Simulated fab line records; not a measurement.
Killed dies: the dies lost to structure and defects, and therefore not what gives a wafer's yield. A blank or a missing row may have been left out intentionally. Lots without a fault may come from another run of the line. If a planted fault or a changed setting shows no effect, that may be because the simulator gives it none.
Matching of chambers	flow sky130	rieDiel-02 running SKY_POLY_CUT_ETCH_11: 4 sister chambers
The step etches Si3N4 in CF4/CH2F2/Ar, stops on poly-Si, time 42.5 s, target depth 60 nm. 4 wafers are shown with their chamber, then 8 later ones without.

## WAFERS WITH THEIR CHAMBER
wafer	chamber	drypumpMotorCurrentA (A)
L079.1	3	6.1
L079.4	2	5.8
L079.6	0	6.2
L085.1	1	5.4

## WAFERS WHOSE CHAMBER IS MISSING
wafer	drypumpMotorCurrentA (A)
L085.5	6.2
L085.6	6.1
L091.1	6.2
L091.3	5.9
L091.6	5.4
L096.1	6.2
L096.3	6.1
L096.4	5.8

## EACH ONE'S CHAMBER
wafer	from the rows above	in truth
L085.5	0	0
L085.6	3	3
L091.1	0	0
L091.3	2	2
L091.6	1	1
L096.1	0	0
L096.3	3	3
L096.4	2	2
Correct placement for 8 of the 8. From these rows, 0 cannot be placed. 0 placed wrongly.
How it was worked out, from the rows above alone: a wafer's distance from a chamber is the root of the sum, over the readings, of the square of ((its reading less the chamber's mean) divided by the reading's scatter). If the next closest chamber is less than 2 further off than the closest, the wafer can't be placed; otherwise it belongs to the closest. A chamber's mean is the mean of its shown wafers. The scatter: with one shown wafer a chamber, the root of the mean of the squares of how far each hidden wafer lies from its nearest shown one.
